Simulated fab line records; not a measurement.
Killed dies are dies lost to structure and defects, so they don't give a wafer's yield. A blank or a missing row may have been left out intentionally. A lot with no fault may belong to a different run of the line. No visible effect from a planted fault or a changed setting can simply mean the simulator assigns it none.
fab line records	flow sky130
record lots=7	wafers=18	last_day=50
route steps=708 shown LOCAL_INTERCONNECT@405 CONTACT@406 PAD_OPEN@708
lots that met no fault: from a run of the same line without faults
start_h: hours from the record's first day to the start of the lot's first wafer shown	wait_h: how many hours have passed since the lot's step before this one	" same as the row above	L1.1+2: a single row standing in for several wafers	- value missing, or start not given	* or withheld: withheld	< > ~ a bound
route shown NAME@n: names a module that has steps shown in the file, with the first one's number in the route	usual: average and standard deviation across the fault-free wafers	same: alike in all rows	chamber/n: place in a boat	sites: the reading at each site	_std_site: the values' standard deviation	_edge_site: inner sites' mean taken away from outer sites' mean	radius_mm: for every site, how far away it sits from the centre of the wafer	mask NAME#n: copy n	behind: the most recent tool/chamber to have shaped the wafer	hold: cause of the lot's hold/its duration in hours/its outcome	device: names the non-switching transistor (n, p or np)	end of line: tests run on the same wafers once the route is complete	a step given without rows: its recipe and nothing more	killed: dies lost to structure and defects at the first sort, not the wafer's yield	map: a wafer's dies, marking killed ones x, the rest . and places with no die _
set.NAME: setting as actually run; set.NAME@STEP: the setting as run at that earlier step	model.NAME: the simulator's own value behind a step, which no gauge read
a table for each step, a row for each wafer; lots at some steps of the route
services: when a tool's chamber went out of use (start_h, in hours from the record's first day, below 0 if earlier), for how many hours, and the reason
## steps
# step SKY_LOCAL_INTERCONNECT_CLEAN_18
# recipe chemistry=O3/DIW	dry=n2_spin
# step SKY_CONTACT_CVD_00
# recipe material=Si3N4	target_thk_nm=75	temp_c=400	time_s=withheld	rf_w=450
# usual heater_power_w=729/160
lot.wafer	tool	chamber	start_h	wait_h	heater_power_w
L150.3	pecvd-02	0	738.35	0.0	588
L150.5	"	1	"	"	728
L150.6	"	2	"	"	1178
L151.1	pecvd-03	2	741.40	0.0	525
L151.3	"	1	"	"	597
L151.4	"	1	"	"	587
L158.1	pecvd-02	1	810.46	0.0	728
L158.4	"	1	"	"	738
L158.6	"	0	"	"	566
L161.2	pecvd-02	2	817.64	0.0	1201
L161.6	"	1	"	"	717
L162.2	pecvd-03	0	822.18	0.0	805
L162.5	"	1	"	"	641
L163.4	pecvd-02	2	828.08	0.0	1210
L163.5	"	2	"	"	1202
L169.1	pecvd-03	2	867.77	0.0	541
L169.3	"	1	"	"	635
L169.5	"	1	"	"	631
# step SKY_CONTACT_THK_MEAS_01
# recipe reads=Si3N4_of_CONTACT_CVD_00
# usual CONTACT_CVD_00_THK=75.2/0.96
lot.wafer	tool	chamber	start_h	wait_h	CONTACT_CVD_00_THK[nm]
L150.3	film_metro-01	-	738.40	-	74.5
L150.5	"	-	"	"	74.8
L150.6	"	-	"	"	76.2
L151.1	film_metro-04	-	741.43	-	74.2
L151.3	"	-	"	"	74.5
L151.4	"	-	"	"	74.6
L158.1	film_metro-04	-	810.49	-	76.1
L158.4	"	-	"	"	75.5
L158.6	"	-	"	"	76.1
L161.2	film_metro-02	-	817.68	-	74.7
L161.6	"	-	"	"	75.3
L162.2	film_metro-01	-	822.22	-	76.5
L162.5	"	-	"	"	76.6
L163.4	film_metro-01	-	828.14	-	75.5
L163.5	"	-	"	"	75.7
L169.1	film_metro-04	-	867.81	-	73.3
L169.3	"	-	"	"	75.6
L169.5	"	-	"	"	75.3
# step SKY_CONTACT_HDPCVD_02
# recipe material=SiO2	target_thk_nm=565	sigma_open_frac=0.3	time_s=94.2	temp_c=600	sih4_flow_sccm=60	pressure_mtorr=6
# step SKY_CONTACT_THK_MEAS_03
# recipe reads=SiO2_of_CONTACT_HDPCVD_02
# usual CONTACT_HDPCVD_THK=565/7.1
lot.wafer	tool	chamber	start_h	wait_h	CONTACT_HDPCVD_THK[nm]
L150.3	film_metro-04	-	738.53	0.1	552
L150.5	"	-	"	"	563
L150.6	"	-	"	"	562
L151.1	film_metro-01	-	741.56	0.0	559
L151.3	"	-	"	"	573
L151.4	"	-	"	"	561
L158.1	film_metro-01	-	810.66	0.1	564
L158.4	"	-	"	"	553
L158.6	"	-	"	"	557
L161.2	film_metro-01	-	817.81	0.0	567
L161.6	"	-	"	"	564
L162.2	film_metro-02	-	822.35	0.0	569
L162.5	"	-	"	"	554
L163.4	film_metro-02	-	828.27	0.0	572
L163.5	"	-	"	"	559
L169.1	film_metro-01	-	867.94	0.0	578
L169.3	"	-	"	"	566
L169.5	"	-	"	"	581
# step SKY_CONTACT_CMP_04
# recipe material=SiO2	down_force_psi=4	platen_rpm=60	pad_velocity_m_s=0.94248
# usual motor_current_A=11.9/1.3	slurry_filter_dp_kPa=13.48/0.13	time_to_endpoint_s=84/5.5
lot.wafer	tool	chamber	start_h	wait_h	motor_current_A	slurry_filter_dp_kPa	time_to_endpoint_s
L150.3	cmp-01	2	738.67	0.1	11.7	13.41	81
L150.6	"	0	"	"	11.9	13.48	82
L150.5	"	1	"	"	11.3	13.66	83
L151.1	cmp-02	2	741.67	0.1	10.0	13.74	80
L151.4	"	3	"	"	11.1	13.36	85
L151.3	"	0	"	"	12.6	13.42	96
L158.1	cmp-01	1	810.72	0.1	11.4	13.45	81
L158.4	"	0	"	"	11.4	13.51	79
L158.6	"	2	"	"	11.0	13.61	83
L161.2	cmp-02	2	817.96	0.1	9.8	13.61	84
L161.6	"	0	"	"	13.2	13.59	90
L162.2	cmp-01	2	822.40	0.0	11.1	13.42	87
L162.5	"	2	"	"	10.9	13.69	80
L163.4	cmp-02	0	828.45	0.2	12.4	13.78	98
L163.5	"	1	"	"	13.8	13.45	89
L169.1	cmp-02	2	868.05	0.1	9.7	13.37	84
L169.3	"	0	"	"	13.1	13.47	85
L169.5	"	1	"	"	14.3	13.52	93
# step SKY_CONTACT_BOW_MEAS_05
# recipe mode=bow
# usual CONTACT_BOW=80/6.9
lot.wafer	tool	chamber	start_h	wait_h	hold	CONTACT_BOW[um]
L150.3	film_metro-04	-	738.91	0.2	-	69
L150.5	"	-	"	"	-	83
L150.6	"	-	"	"	-	84
L151.1	film_metro-02	-	741.92	0.2	-	73
L151.3	"	-	"	"	-	77
L151.4	"	-	"	"	-	72
L158.1	film_metro-02	-	811.02	0.2	-	73
L158.4	"	-	"	"	-	69
L158.6	"	-	"	"	-	83
L161.2	film_metro-02	-	818.18	0.2	-	70
L161.6	"	-	"	"	-	69
L162.2	film_metro-01	-	822.72	0.3	-	78
L162.5	"	-	"	"	-	85
L163.4	film_metro-01	-	828.66	0.2	await_dispo/0.2h/release	91
L163.5	"	-	"	"	await_dispo/0.2h/release	68
L163.4	film_metro-01	-	828.95	0.3	-	-
L163.5	"	-	"	"	-	-
L169.1	film_metro-04	-	868.30	0.2	-	68
L169.3	"	-	"	"	-	78
L169.5	"	-	"	"	-	75
# step SKY_CONTACT_DEHYDRATE_06
# recipe temp_c=200	time_s=60
# step SKY_CONTACT_HMDS_07
# recipe prime_time_s=60	prime_temp_c=120
# step SKY_CONTACT_COAT_08
# recipe resist=BARC	temp_c=withheld	time_s=withheld	spin_rpm=3000	resist_thk_nm=60
# step SKY_CONTACT_COAT_09
# recipe resist=KrF-thick	spin_rpm=3000	resist_thk_nm=450
# step SKY_CONTACT_SOFTBAKE_10
# recipe temp_c=100	time_s=90	resist=KrF-thick
# step SKY_CONTACT_EXPOSE_11
# recipe mask_id=CTM1	na=0.8	source_shape=annular	sigma_inner=0.55	sigma_outer=0.85	target_cd_nm=170	dose_mj=38
lot.wafer	tool	chamber	start_h	wait_h	mask
L150.3+5+6	krf_scanner-01	0	752.59	-	CTM1#0
L151.1+3+4	krf_scanner-02	0	755.98	-	CTM1#0
L158.1+4+6	krf_scanner-01	0	824.92	-	CTM1#0
L161.2+6	krf_scanner-02	0	831.62	-	CTM1#0
L162.2+5	krf_scanner-02	0	836.05	-	CTM1#0
L163.4+5	krf_scanner-02	0	841.76	-	CTM1#0
L169.1+3+5	krf_scanner-01	0	881.99	-	CTM1#0
# step SKY_CONTACT_PEB_12
# recipe peb_temp_c=withheld	peb_time_s=withheld	resist=KrF-thick
# step SKY_CONTACT_DEVELOP_13
# recipe develop_time_s=60	resist=KrF-thick	dev_temp_c=21
# step SKY_CONTACT_CD_MEAS_14
# recipe target_cd_nm=170
# usual cd_nm=170.0/1.5
lot.wafer	tool	chamber	start_h	wait_h	hold	cd_nm
L150.3	cd_sem-02	-	765.97	-	-	171.0
L150.5	"	-	"	"	-	170.7
L150.6	"	-	"	"	-	170.2
L151.1	cd_sem-02	-	769.13	-	-	170.5
L151.3	"	-	"	"	-	169.4
L151.4	"	-	"	"	-	169.4
L158.1	cd_sem-01	-	837.40	-	-	167.0
L158.4	"	-	"	"	-	168.4
L158.6	"	-	"	"	-	167.8
L161.2	cd_sem-01	-	844.88	-	await_dispo/0.2h/release	112.1
L161.6	"	-	"	"	await_dispo/0.2h/release	170.5
L161.2	cd_sem-01	-	845.17	0.3	-	112.1
L161.6	"	-	"	"	-	170.6
L162.2	cd_sem-02	-	849.05	-	await_dispo/0.2h/release	110.9
L162.5	"	-	"	"	await_dispo/0.2h/release	169.6
L162.2	cd_sem-02	-	849.34	0.3	-	111.2
L162.5	"	-	"	"	-	169.3
L163.4	cd_sem-01	-	855.17	-	await_dispo/0.2h/release	109.4
L163.5	"	-	"	"	await_dispo/0.2h/release	169.2
L163.4	cd_sem-01	-	855.46	0.3	-	109.9
L163.5	"	-	"	"	-	169.3
L169.1	cd_sem-01	-	892.88	-	-	169.3
L169.3	"	-	"	"	-	169.3
L169.5	"	-	"	"	-	170.2
# step SKY_CONTACT_OVL_MEAS_15
# usual CONTACT_OVL=4/6.1
lot.wafer	tool	chamber	start_h	wait_h	hold	CONTACT_OVL[nm]
L150.3	overlay-02	-	766.06	0.1	-	13
L150.5	"	-	"	"	-	8
L150.6	"	-	"	"	-	16
L151.1	overlay-01	-	769.25	0.1	-	-2
L151.3	"	-	"	"	-	10
L151.4	"	-	"	"	-	3
L158.1	overlay-01	-	837.52	0.1	-	5
L158.4	"	-	"	"	-	10
L158.6	"	-	"	"	-	12
L161.2	overlay-01	-	846.86	1.7	await_dispo/1.6h/release	3
L161.6	"	-	"	"	await_dispo/1.6h/release	12
L162.2	overlay-01	-	851.55	2.2	await_dispo/2.1h/release	11
L162.5	"	-	"	"	await_dispo/2.1h/release	-1
L163.4	overlay-02	-	859.93	4.4	await_dispo/4.4h/release	1
L163.5	"	-	"	"	await_dispo/4.4h/release	6
L169.1	overlay-01	-	893.00	0.1	-	2
L169.3	"	-	"	"	-	-3
L169.5	"	-	"	"	-	9
# step SKY_CONTACT_ETCH_16
# recipe chemistry=N2/H2	target=BARC	ion_energy_ev=200	source_w=500	bias_w=100	pressure_mtorr=30	n2_flow_sccm=100	h2_flow_sccm=200	stop_on=SiO2	time_s=45.9	target_depth_a=600
# usual drypump_motor_current_A=6.0/0.36	oes_product_au=0.854/0.0047	throttle_valve_pct=13.226/0.0082
lot.wafer	tool	chamber	start_h	wait_h	drypump_motor_current_A	oes_product_au	rf_hours_counter_h	throttle_valve_pct	model.CONTACT.cd_nm
L150.3	rie_diel-04	0	766.08	0.0	6.6	0.849	16	13.228	170.6
L150.5	"	1	"	"	6.0	0.850	-	13.225	171.5
L150.6	"	2	"	"	5.5	0.852	-	13.228	169.2
L151.1	rie_diel-03	0	769.28	0.0	5.5	0.842	5	13.229	170.2
L151.3	"	1	"	"	6.0	0.849	11	13.217	169.4
L151.4	"	3	"	"	6.2	0.861	4	13.232	168.4
L158.1	rie_diel-04	0	837.55	0.0	6.6	0.856	18	13.220	168.3
L158.4	"	3	"	"	5.9	0.852	16	13.226	168.7
L158.6	"	3	"	"	5.9	0.845	-	13.229	168.2
L161.2	rie_diel-03	0	846.89	0.0	5.5	0.843	7	13.226	112.8
L161.6	"	0	"	"	5.6	0.850	-	13.231	170.4
L162.2	rie_diel-04	2	851.58	0.0	5.6	0.859	14	13.232	110.9
L162.5	"	2	"	"	5.6	0.849	-	13.228	169
L163.4	rie_diel-03	3	859.94	0.0	6.3	0.849	6	13.232	109
L163.5	"	0	"	"	5.5	0.860	-	13.232	168.9
L169.1	rie_diel-03	3	893.03	0.0	6.2	0.854	8	13.232	168.5
L169.3	"	0	"	"	5.5	0.854	9	13.224	169.2
L169.5	"	1	"	"	5.9	0.848	-	13.228	170.6
# step SKY_CONTACT_ETCH_17
# recipe target=SiO2	chemistry=C4F8/O2/Ar	stop_on=Si3N4	mask_material=KrF-thick	source_w=1500	bias_w=1200	pressure_mtorr=40	c4f8_flow_sccm=withheld	O2_flow_sccm=6	Ar_flow_sccm=300	time_s=withheld	target_depth_a=3400
# usual oes_product_au=0.891/0.0053
lot.wafer	tool	chamber	start_h	wait_h	oes_product_au
L150.3	rie_diel-04	0	766.13	0.0	0.887
L150.5	"	1	"	"	0.887
L150.6	"	2	"	"	0.883
L151.1	rie_diel-03	0	769.33	0.0	0.896
L151.3	"	1	"	"	0.890
L151.4	"	3	"	"	0.892
L158.1	rie_diel-04	0	837.60	0.0	0.889
L158.4	"	3	"	"	0.887
L158.6	"	3	"	"	0.884
L161.2	rie_diel-03	0	846.94	0.0	0.885
L161.6	"	0	"	"	0.897
L162.2	rie_diel-04	2	851.62	0.0	0.895
L162.5	"	2	"	"	0.894
L163.4	rie_diel-03	3	859.99	0.0	0.896
L163.5	"	0	"	"	0.896
L169.1	rie_diel-03	3	893.08	0.0	0.879
L169.3	"	0	"	"	0.897
L169.5	"	1	"	"	0.894
# step SKY_CONTACT_ETCH_18
# recipe target=Si3N4	chemistry=CHF3/O2	stop_on=TiN	source_w=600	bias_w=200	pressure_mtorr=40	chf3_flow_sccm=50	O2_flow_sccm=5	time_s=39	target_depth_a=750
# usual drypump_motor_current_A=6.0/0.36	oes_product_au=0.856/0.0081	throttle_valve_pct=8.794/0.0099
lot.wafer	tool	chamber	start_h	wait_h	drypump_motor_current_A	oes_product_au	rf_hours_counter_h	throttle_valve_pct	model.CONTACT.cd_nm
L150.3	rie_diel-04	0	-	-	6.6	0.852	16	8.790	171.1
L150.5	"	1	"	"	6.0	0.853	-	8.805	171.8
L150.6	"	2	"	"	5.5	0.862	-	8.789	168.8
L151.1	rie_diel-03	0	-	-	5.5	0.848	5	8.786	169.9
L151.3	"	1	"	"	6.0	0.851	11	8.794	169.6
L151.4	"	3	"	"	6.2	0.858	4	8.792	168.6
L158.1	rie_diel-04	0	-	-	6.6	0.863	18	8.797	168.7
L158.4	"	3	"	"	5.9	0.853	16	8.794	168.8
L158.6	"	3	"	"	5.9	0.862	-	8.780	168.2
L161.2	rie_diel-03	0	-	-	5.5	0.850	7	8.798	112.2
L161.6	"	0	"	"	5.5	0.858	-	8.788	169.7
L162.2	rie_diel-04	2	-	-	5.6	0.863	14	8.803	110.6
L162.5	"	2	"	"	5.5	0.865	-	8.812	168.7
L163.4	rie_diel-03	3	-	-	6.2	0.859	6	8.787	109.3
L163.5	"	0	"	"	5.5	0.855	-	8.811	168.1
L169.1	rie_diel-03	3	-	-	6.2	0.834	8	8.793	168.7
L169.3	"	0	"	"	5.5	0.860	9	8.785	168.8
L169.5	"	1	"	"	6.0	0.858	-	8.790	170.8
# step SKY_CONTACT_STRIP_19
# recipe chemistry=O2/N2	power_w=1400	pressure_mtorr=1500	platen_temp_c=withheld	o2_flow_sccm=3000	n2_flow_sccm=300	overash_fraction=0.5
# usual drypump_motor_current_A=5.8/0.34	oes_product_au=0.381/0.0052	strip_time_to_endpoint_s=3.618/0.03
lot.wafer	tool	chamber	start_h	wait_h	drypump_motor_current_A	oes_product_au	rf_hours_counter_h	strip_time_to_endpoint_s
L150.3	plasma_asher-03	1	766.25	-	5.9	0.383	-	3.618
L150.5	"	0	"	"	5.7	0.379	-	3.606
L150.6	"	1	"	"	5.9	0.373	-	3.611
L151.1	plasma_asher-03	0	769.42	-	5.7	0.376	58	3.679
L151.3	"	0	"	"	5.7	0.395	-	3.658
L151.4	"	1	"	"	5.8	0.387	-	3.652
L158.1	plasma_asher-04	1	837.69	-	6.3	0.384	102	3.604
L158.4	"	1	"	"	6.3	0.382	-	3.622
L158.6	"	1	"	"	6.3	0.388	-	3.604
L161.2	plasma_asher-04	1	847.03	-	6.3	0.388	103	3.611
L161.6	"	1	"	"	6.4	0.377	-	3.622
L162.2	plasma_asher-04	1	851.72	-	6.4	0.375	103	3.602
L162.5	"	1	"	"	6.4	0.383	-	3.597
L163.4	plasma_asher-01	0	868.39	-	5.5	0.374	-	3.578
L163.5	"	0	"	"	5.5	0.374	-	3.609
L169.1	plasma_asher-04	0	893.17	-	5.8	0.380	108	3.612
L169.3	"	1	"	"	6.3	0.377	-	3.626
L169.5	"	1	"	"	6.4	0.385	-	3.650
# step SKY_PAD_OPEN_PROBE_99
# usual killed_at_M0_to_M3=43/6.8	killed_at_M4_up=3.0/1.6	killed_at_contacts=25/6	killed_at_front_end=15/4.4	killed_at_other=0.3/0.52	killed_dies=86/9.6	killed_on_rim=17/3.5	killed_open=47/6.7	killed_short=39/6.8
# same gross_dies=492	killed_at_back_side=0
lot.wafer	tool	chamber	start_h	wait_h	hold	killed_at_M0_to_M3	killed_at_M4_up	killed_at_contacts	killed_at_front_end	killed_at_other	killed_dies	killed_on_rim	killed_open	killed_short
L150.3	prober-02	-	1098.01	0.2	-	34	4	21	13	0	72	13	47	25
L150.5	prober-02	-	1098.11	0.2	-	35	3	26	12	0	76	21	42	34
L150.6	prober-02	-	1098.16	0.2	-	43	1	25	11	0	80	14	53	27
L151.1	prober-01	-	1102.13	0.1	-	48	3	14	8	1	74	11	34	40
L151.3	prober-01	-	1102.23	0.2	-	42	3	20	14	0	79	12	45	33
L151.4	prober-01	-	1102.28	0.2	-	46	3	20	18	0	87	17	53	34
L158.1	prober-02	-	1154.35	0.1	-	54	3	12	13	0	82	15	43	39
L158.4	prober-02	-	1154.50	0.2	-	51	5	23	12	0	91	17	55	36
L158.6	prober-02	-	1154.60	0.2	-	36	5	27	10	1	79	17	44	35
L161.2	prober-01	-	1158.35	0.1	await_dispo/4.3h/release	46	4	427	15	0	492	96	53	44
L161.6	prober-01	-	1158.55	0.2	await_dispo/4.3h/release	42	3	24	15	0	84	18	44	40
L162.2	prober-02	-	1160.03	0.1	await_dispo/3.1h/release	29	1	451	11	0	492	96	34	37
L162.5	prober-02	-	1160.18	0.2	await_dispo/3.1h/release	43	3	26	13	0	85	14	45	40
L163.4	prober-01	-	1165.35	0.2	await_dispo/4.5h/release	35	2	434	19	2	492	96	53	31
L169.1	prober-01	-	1190.38	0.1	-	40	1	23	14	0	78	15	39	38
L169.3	prober-01	-	1190.48	0.2	-	45	4	27	26	0	102	21	54	47
L169.5	prober-01	-	1190.58	0.2	-	37	3	29	13	1	83	20	47	35
# killed by level:class
L150.3 CONTACT:geometric_particle:open=11 VIA2:geometric_particle:open=10 VIA1:geometric_particle:open=9 LI_CONTACT:geometric_particle:open=6 FIELD_ISO:geometric_particle:short=5 METAL4:geometric_particle:short=4 METAL1:geometric_particle:short=4 VIA3:geometric_particle:open=4
L150.5 CONTACT:geometric_particle:open=10 LI_CONTACT:geometric_particle:open=8 VIA2:geometric_particle:open=5 POLY_GATE:geometric_particle:open=5 VIA1:geometric_particle:short=5 METAL3:geometric_particle:short=5 VIA3:geometric_particle:open=5 LOCAL_INTERCONNECT:geometric_particle:short=4
L150.6 VIA1:geometric_particle:open=15 CONTACT:geometric_particle:open=11 VIA2:geometric_particle:open=8 VIA3:geometric_particle:open=6 METAL2:geometric_particle:short=6 FIELD_ISO:geometric_particle:open=5 LI_CONTACT:geometric_particle:open=5 LOCAL_INTERCONNECT:geometric_particle:short=5
L151.1 VIA3:geometric_particle:open=8 VIA2:geometric_particle:open=7 LI_CONTACT:geometric_particle:open=6 METAL2:geometric_particle:short=6 VIA3:geometric_particle:short=6 VIA1:geometric_particle:open=5 VIA2:geometric_particle:short=5 CONTACT:geometric_particle:open=4
L151.3 VIA3:geometric_particle:open=10 LI_CONTACT:geometric_particle:open=8 VIA1:geometric_particle:open=8 CONTACT:geometric_particle:open=6 POLY_GATE:geometric_particle:open=5 VIA1:geometric_particle:short=5 METAL2:geometric_particle:short=4 VIA2:geometric_particle:short=4
L151.4 VIA1:geometric_particle:open=14 VIA3:geometric_particle:open=8 CONTACT:geometric_particle:open=7 VIA1:geometric_particle:short=7 POLY_GATE:geometric_particle:open=5 LI_CONTACT:geometric_particle:short=5 LI_CONTACT:geometric_particle:open=5 METAL1:geometric_particle:short=4
L158.1 VIA1:geometric_particle:open=10 VIA1:geometric_particle:short=7 VIA2:geometric_particle:open=7 METAL2:geometric_particle:short=6 VIA3:geometric_particle:open=6 FIELD_ISO:geometric_particle:short=5 CONTACT:geometric_particle:open=5 VIA2:geometric_particle:short=5
L158.4 VIA1:geometric_particle:open=13 CONTACT:geometric_particle:open=12 VIA2:geometric_particle:open=7 VIA3:geometric_particle:open=7 METAL2:geometric_particle:short=6 FIELD_ISO:geometric_particle:open=5 VIA1:geometric_particle:short=5 LI_CONTACT:geometric_particle:short=4
L158.6 CONTACT:geometric_particle:open=11 LI_CONTACT:geometric_particle:open=7 VIA1:geometric_particle:short=7 VIA3:geometric_particle:open=6 CONTACT:geometric_particle:short=5 VIA2:geometric_particle:open=5 FIELD_ISO:geometric_particle:open=3 POLY_GATE:geometric_particle:short=3
L161.2 CONTACT:area_expose=395 CONTACT:geometric_particle:open=12 VIA3:geometric_particle:open=9 VIA1:geometric_particle:open=7 CONTACT:geometric_particle:short=7 POLY_GATE:geometric_particle:open=6 METAL3:geometric_particle:short=6 LI_CONTACT:geometric_particle:open=5
L161.6 VIA1:geometric_particle:open=11 CONTACT:geometric_particle:open=7 METAL2:geometric_particle:short=7 LOCAL_INTERCONNECT:geometric_particle:short=6 VIA2:geometric_particle:open=6 METAL1:geometric_particle:short=5 POLY_GATE:geometric_particle:short=4 LI_CONTACT:geometric_particle:open=4
L162.2 CONTACT:area_expose=421 CONTACT:geometric_particle:open=9 LI_CONTACT:geometric_particle:open=7 LOCAL_INTERCONNECT:geometric_particle:short=7 VIA1:geometric_particle:open=7 FIELD_ISO:geometric_particle:short=5 CONTACT:geometric_particle:short=4 VIA1:geometric_particle:short=4
L162.5 VIA1:geometric_particle:open=11 CONTACT:geometric_particle:open=10 METAL2:geometric_particle:short=8 CONTACT:geometric_particle:short=7 VIA3:geometric_particle:open=6 METAL1:geometric_particle:short=5 LI_CONTACT:geometric_particle:open=4 VIA2:geometric_particle:open=4
L163.4 CONTACT:area_expose=407 VIA1:geometric_particle:open=10 FIELD_ISO:geometric_particle:open=8 CONTACT:geometric_particle:open=8 LI_CONTACT:geometric_particle:open=7 VIA2:geometric_particle:open=6 CONTACT:geometric_particle:short=5 VIA3:geometric_particle:open=5
L169.1 CONTACT:geometric_particle:open=10 VIA2:geometric_particle:open=9 LI_CONTACT:geometric_particle:short=6 VIA1:geometric_particle:short=6 METAL2:geometric_particle:short=5 VIA3:geometric_particle:open=5 POLY_GATE:geometric_particle:short=4 VIA1:geometric_particle:open=4
L169.3 LI_CONTACT:geometric_particle:open=11 VIA1:geometric_particle:open=8 CONTACT:geometric_particle:open=7 VIA3:geometric_particle:open=7 VIA2:geometric_particle:open=7 FIELD_ISO:geometric_particle:short=6 FIELD_ISO:geometric_particle:open=5 METAL1:geometric_particle:short=5
L169.5 CONTACT:geometric_particle:open=12 VIA2:geometric_particle:open=9 VIA1:geometric_particle:open=9 LI_CONTACT:geometric_particle:open=6 LI_CONTACT:geometric_particle:short=5 LOCAL_INTERCONNECT:geometric_particle:short=5 FIELD_ISO:geometric_particle:open=4 METAL1:geometric_particle:short=4
# map L161.2 (x killed, . not)
__________xxxxxxxxxx_________
________xxxxxxxxxxxxxx_______
______xxxxxxxxxxxxxxxxxx_____
_____xxxxxxxxxxxxxxxxxxxx____
____xxxxxxxxxxxxxxxxxxxxxx___
___xxxxxxxxxxxxxxxxxxxxxxxx__
__xxxxxxxxxxxxxxxxxxxxxxxxxx_
_xxxxxxxxxxxxxxxxxxxxxxxxxxxx
_xxxxxxxxxxxxxxxxxxxxxxxxxxxx
_xxxxxxxxxxxxxxxxxxxxxxxxxxxx
_xxxxxxxxxxxxxxxxxxxxxxxxxxxx
_xxxxxxxxxxxxxxxxxxxxxxxxxxxx
_xxxxxxxxxxxxxxxxxxxxxxxxxxxx
_xxxxxxxxxxxxxxxxxxxxxxxxxxxx
_xxxxxxxxxxxxxxxxxxxxxxxxxxxx
__xxxxxxxxxxxxxxxxxxxxxxxxxx_
___xxxxxxxxxxxxxxxxxxxxxxxx__
____xxxxxxxxxxxxxxxxxxxxxx___
_____xxxxxxxxxxxxxxxxxxxx____
______xxxxxxxxxxxxxxxxxx_____
________xxxxxxxxxxxxxx_______
__________xxxxxxxxxx_________
# map L162.2 (x killed, . not)
__________xxxxxxxxxx_________
________xxxxxxxxxxxxxx_______
______xxxxxxxxxxxxxxxxxx_____
_____xxxxxxxxxxxxxxxxxxxx____
____xxxxxxxxxxxxxxxxxxxxxx___
___xxxxxxxxxxxxxxxxxxxxxxxx__
__xxxxxxxxxxxxxxxxxxxxxxxxxx_
_xxxxxxxxxxxxxxxxxxxxxxxxxxxx
_xxxxxxxxxxxxxxxxxxxxxxxxxxxx
_xxxxxxxxxxxxxxxxxxxxxxxxxxxx
_xxxxxxxxxxxxxxxxxxxxxxxxxxxx
_xxxxxxxxxxxxxxxxxxxxxxxxxxxx
_xxxxxxxxxxxxxxxxxxxxxxxxxxxx
_xxxxxxxxxxxxxxxxxxxxxxxxxxxx
_xxxxxxxxxxxxxxxxxxxxxxxxxxxx
__xxxxxxxxxxxxxxxxxxxxxxxxxx_
___xxxxxxxxxxxxxxxxxxxxxxxx__
____xxxxxxxxxxxxxxxxxxxxxx___
_____xxxxxxxxxxxxxxxxxxxx____
______xxxxxxxxxxxxxxxxxx_____
________xxxxxxxxxxxxxx_______
__________xxxxxxxxxx_________
## services
tool	chamber	start_h	hours	kind
pecvd-03	-	735.44	0.8	pm
cmp-01	-	740.25	1.4	repair
cmp-01	-	744.00	4.0	pm
rie_diel-04	3	747.32	3.8	repair
cmp-01	-	762.19	0.5	repair
rie_diel-03	-	768.23	0.1	repair
krf_scanner-01	-	771.82	1.0	pm
krf_scanner-02	-	774.40	1.0	pm
krf_scanner-01	-	775.40	0.8	pm
pecvd-02	-	781.62	0.6	repair
krf_scanner-02	-	791.94	1.3	pm
cmp-02	-	796.69	1.6	repair
krf_scanner-01	-	807.80	0.8	pm
rie_diel-03	-	807.88	2.8	pm
cmp-01	-	842.70	25.6	repair
krf_scanner-02	-	845.49	4.0	pm
plasma_asher-03	-	847.69	2.6	repair
krf_scanner-01	-	852.21	3.9	repair
rie_diel-03	2	852.70	1.9	repair
plasma_asher-01	-	859.76	8.6	pm
cmp-01	-	863.14	1.3	repair
krf_scanner-01	-	864.17	1.3	pm
cmp-01	-	868.30	3.6	pm
krf_scanner-01	-	872.35	1.8	repair
## key
first_sign step=SKY_CONTACT_CD_MEAS_14	reading=visit	direction=added
effect step=SKY_CONTACT_CD_MEAS_14	reading=cd_nm	direction=down	sigmas=41	usual=170.0	struck=110.8
effect step=SKY_PAD_OPEN_PROBE_99	reading=killed_at_contacts	direction=up	sigmas=69	usual=25	struck=437
model_effect step=SKY_CONTACT_ETCH_16	value=CONTACT.cd_nm	without=169.8	struck=110.9
model_effect step=SKY_CONTACT_ETCH_18	value=CONTACT.cd_nm	without=169.6	struck=110.7
more_kills_born_at SKY_CONTACT_EXPOSE_11@krf_scanner-02=1223
met_at SKY_CONTACT_EXPOSE_11
struck_wafers L161.2,L162.2,L163.4
later_rows_left_out L161.2,L162.2,L163.4
tester_left_out L161,L162,L163
onset_between 755.98 831.62
fault kind=process_parameter_drift	tool=krf_scanner-02	chamber=-	onset_h=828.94	steps=SKY_CONTACT_EXPOSE_11	channel=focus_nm	offset=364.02	shape=step	end_h=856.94	scope=struck_wafers_only
# tester_left_out: of these lots the tester's yield and bins aren't shown, on N5 and GAA mostly nor the transistor test; their killed dies are dies lost to structure and defects alone, not to doping, threshold or leakage, so they don't give the yield
# later_rows_left_out: the simulator's readings of these wafers behind a module that went badly wrong aren't trusted and aren't shown, but for the sort
